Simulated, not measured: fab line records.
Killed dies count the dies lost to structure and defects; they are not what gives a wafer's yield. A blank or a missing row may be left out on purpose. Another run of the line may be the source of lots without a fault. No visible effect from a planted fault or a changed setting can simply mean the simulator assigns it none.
Which tool was responsible? -- flow gf180mcu -- 15 lots with 45 wafers sampled at 4 steps, on a route of 602 steps

WHAT THE GAUGES SHOWED, per wafer
Not one reading of a measure or inspect step in the record can be checked against a usual standard deviation.

EACH LOT AND THE TOOL THAT RAN IT (in order: tool; ch and the chambers of the sampled wafers; start)
lot,GF_NSD_DEVELOP_06,GF_SAB_STRIP_13,GF_CONTACT_STRIP_18,GF_M1_SPUTTER_01
L763,"lithoTrack-02 ch 0, day 13 21:20","plasmaAsher-02 ch 1, day 15 18:02","plasmaAsher-03 ch 0,1, day 16 18:21","pvdSputter-01, day 16 19:26"
L764,"lithoTrack-01 ch 0, day 14 04:29","plasmaAsher-02 ch 0,1, day 16 01:16","plasmaAsher-04 ch 0,1, day 17 01:58","pvdSputter-01, day 17 03:02"
L766,"lithoTrack-02 ch 0, day 14 20:53","plasmaAsher-03 ch 0,1, day 16 18:54","plasmaAsher-04 ch 0,1, day 17 20:07","pvdSputter-02, day 17 21:11"
L767,"lithoTrack-01 ch 0, day 14 23:44","plasmaAsher-01 ch 0,1, day 16 21:32","plasmaAsher-03 ch 0,1, day 17 22:54","pvdSputter-02, day 17 23:59"
L768,"lithoTrack-04 ch 0, day 15 14:41","plasmaAsher-02 ch 0,1, day 17 13:31","plasmaAsher-04 ch 0,1, day 18 14:53","pvdSputter-01, day 18 15:56"
L770,"lithoTrack-02 ch 0, day 16 13:24","plasmaAsher-01 ch 0,1, day 18 12:47","plasmaAsher-01 ch 0,1, day 19 15:13","pvdSputter-01, day 19 16:23"
L772,"lithoTrack-04 ch 0, day 17 02:26","plasmaAsher-03 ch 0,1, day 19 03:56","plasmaAsher-01 ch 0,1, day 20 06:22","pvdSputter-02, day 20 07:24"
L777,"lithoTrack-01 ch 0, day 18 22:59","plasmaAsher-02 ch 0,1, day 21 01:57","plasmaAsher-01 ch 0, day 22 03:12","pvdSputter-01, day 22 04:17"
L776,"lithoTrack-01, day 19 00:32","plasmaAsher-01 ch 0,1, day 21 02:56","plasmaAsher-01 ch 0,1, day 22 04:37","pvdSputter-03, day 22 05:41"
L778,"lithoTrack-01, day 19 04:17","plasmaAsher-01 ch 0,1, day 21 06:24","plasmaAsher-03 ch 0,1, day 22 07:12","pvdSputter-01, day 22 08:22"
L780,"lithoTrack-02, day 19 22:32","plasmaAsher-02 ch 0,1, day 21 23:49","plasmaAsher-03 ch 0,1, day 23 00:27","pvdSputter-03, day 23 01:32"
L781,"lithoTrack-02 ch 0, day 20 06:45","plasmaAsher-01 ch 0, day 22 06:43","plasmaAsher-03 ch 0,1, day 23 08:16","pvdSputter-02, day 23 09:20"
L782,"lithoTrack-04 ch 0, day 20 14:49","plasmaAsher-02 ch 0,1, day 22 15:31","plasmaAsher-03 ch 0,1, day 23 15:36","pvdSputter-03, day 23 16:41"
L783,"lithoTrack-01 ch 0, day 20 21:35","plasmaAsher-02 ch 0,1, day 22 22:22","plasmaAsher-01 ch 0,1, day 23 22:34","pvdSputter-03, day 23 23:40"
L784,"lithoTrack-02 ch 0, day 21 10:12","plasmaAsher-03 ch 0,1, day 23 10:39","plasmaAsher-04 ch 0,1, day 24 10:41","pvdSputter-01, day 24 11:44"
- GF_NSD_DEVELOP_06: develop time 60 s.
- GF_SAB_STRIP_13: strips in O2/N2.
- GF_CONTACT_STRIP_18: strips in O2/N2.
- GF_M1_SPUTTER_01: material TiN, target thk 30 nm, time 25 s.

WHAT THE TOOLS THEMSELVES READ (means of the sampled wafers that have a number; where no wafer has one, the mark that the record gives instead)
GF_NSD_DEVELOP_06. Usual: chillPlateTempC at 23.03 C, with a standard deviation of 0.1.
lot,tool,chillPlateTempC (C),flag
L763,lithoTrack-02,23.05,
L764,lithoTrack-01,22.94,
L766,lithoTrack-02,22.92,
L767,lithoTrack-01,23.14,
L768,lithoTrack-04,22.96,
L770,lithoTrack-02,22.99,
L772,lithoTrack-04,22.96,
L777,lithoTrack-01,23.04,
L776,lithoTrack-01,-,OFF
L778,lithoTrack-01,-,OFF
L780,lithoTrack-02,-,OFF
L781,lithoTrack-02,22.93,
L782,lithoTrack-04,23.03,
L783,lithoTrack-01,23.07,
L784,lithoTrack-02,23.00,

GF_SAB_STRIP_13. Usual: drypumpMotorCurrentA 5.8 A, standard deviation 0.45; heaterPowerW 329 W, standard deviation 34; o2FlowSccm 3000 sccm, standard deviation 9.2; oesProductAu 0.710 a.u., standard deviation 0.005; platenTempC 250.00 C, standard deviation 0.17; stripTimeToEndpointS 12.613 s, standard deviation 0.029.
lot,tool,drypumpMotorCurrentA (A),heaterPowerW (W),o2FlowSccm (sccm),oesProductAu (a.u.),platenTempC (C),stripTimeToEndpointS (s),flag
L763,plasmaAsher-02,5.4,286,2999,0.712,250.09,12.625,
L764,plasmaAsher-02,6.1,343,2996,0.714,249.95,12.644,
L766,plasmaAsher-03,5.6,369,2998,0.709,249.84,12.628,
L767,plasmaAsher-01,5.5,330,3000,0.710,250.11,12.618,
L768,plasmaAsher-02,5.7,314,3001,0.705,250.02,12.624,
L770,plasmaAsher-01,5.8,318,2997,0.707,249.94,12.593,
L772,plasmaAsher-03,5.9,324,3006,0.707,249.94,12.592,
L777,plasmaAsher-02,6.0,337,2999,0.710,249.92,12.584,
L776,plasmaAsher-01,5.5,325,3002,0.710,249.99,12.643,
L778,plasmaAsher-01,5.5,327,2988,0.713,249.94,12.616,
L780,plasmaAsher-02,6.0,341,2999,0.716,249.84,12.624,
L781,plasmaAsher-01,6.1,306,2999,0.714,249.95,12.628,
L782,plasmaAsher-02,6.0,338,3011,0.710,250.11,12.611,
L783,plasmaAsher-02,5.7,315,2998,0.709,250.05,12.635,
L784,plasmaAsher-03,5.6,351,2995,0.712,249.95,12.638,

GF_CONTACT_STRIP_18. Usual: drypumpMotorCurrentA 5.6 A, standard deviation 0.39; heaterPowerW 321 W, standard deviation 33; o2FlowSccm 3000 sccm, standard deviation 9.2; oesProductAu 0.581 a.u., standard deviation 0.0046; platenTempC 249.99 C, standard deviation 0.19.
lot,tool,drypumpMotorCurrentA (A),heaterPowerW (W),o2FlowSccm (sccm),oesProductAu (a.u.),platenTempC (C),flag
L763,plasmaAsher-03,5.8,333,3001,0.584,250.20,
L764,plasmaAsher-04,5.6,304,2995,0.580,250.28,
L766,plasmaAsher-04,5.4,290,3003,0.580,250.09,
L767,plasmaAsher-03,5.8,334,2998,0.587,250.15,
L768,plasmaAsher-04,5.4,293,2995,0.581,249.95,
L770,plasmaAsher-01,5.5,328,2991,0.582,249.95,
L772,plasmaAsher-01,5.5,327,2996,0.584,250.07,
L777,plasmaAsher-01,6.1,305,3015,0.583,249.95,
L776,plasmaAsher-01,5.5,331,2997,0.582,249.90,
L778,plasmaAsher-03,5.6,350,2998,0.579,249.94,
L780,plasmaAsher-03,5.8,327,2994,0.581,249.86,
L781,plasmaAsher-03,5.9,325,2997,0.581,250.03,
L782,plasmaAsher-03,5.8,325,2999,0.583,249.95,
L783,plasmaAsher-01,5.9,315,2994,0.584,249.97,
L784,plasmaAsher-04,5.6,301,3006,0.582,249.95,

GF_M1_SPUTTER_01. Usual: chamberPressurePa 0.4000 Pa, standard deviation 0.00081; throttleValvePct 29.9 %, standard deviation 1.1.
lot,tool,chamberPressurePa (Pa),throttleValvePct (%),flag
L763,pvdSputter-01,0.3998,29.8,
L764,pvdSputter-01,0.3996,28.7,
L766,pvdSputter-02,0.3993,30.6,
L767,pvdSputter-02,0.3997,29.2,
L768,pvdSputter-01,0.3995,29.8,
L770,pvdSputter-01,0.4002,28.2,
L772,pvdSputter-02,0.3999,30.7,
L777,pvdSputter-01,0.3991,29.0,
L776,pvdSputter-03,0.3998,30.2,
L778,pvdSputter-01,0.3998,29.0,
L780,pvdSputter-03,0.3999,29.9,
L781,pvdSputter-02,0.4004,31.0,
L782,pvdSputter-03,0.4000,29.8,
L783,pvdSputter-03,0.4003,30.1,
L784,pvdSputter-01,0.3993,29.5,

THE ANSWER, worked out from the rows above alone
Rule: a lot is off if the mean of its wafers that have a number lies more than 3 standard deviations from the usual mean. Also off: a lot with no number at a reading for which 4 or more lots have one. The other lots that the step has rows for count as sound. Order of review: gauges by route order, followed by the tools' own readings, for which a lot's mean as printed above is used. At the first step where some lot is off, the reading lying furthest off is the one used; lots without a number count as furthest.
Off: L776, L778, L780, at GF_NSD_DEVELOP_06 (chillPlateTempC). Without a number there: L776, L778, L780.
If a tool, at that step or one of the process steps before it, ran each lot that is off and ran no sound lot following the first of them, it fits. None of those tried fits.

WHAT THE SIMULATOR HAD INSERTED
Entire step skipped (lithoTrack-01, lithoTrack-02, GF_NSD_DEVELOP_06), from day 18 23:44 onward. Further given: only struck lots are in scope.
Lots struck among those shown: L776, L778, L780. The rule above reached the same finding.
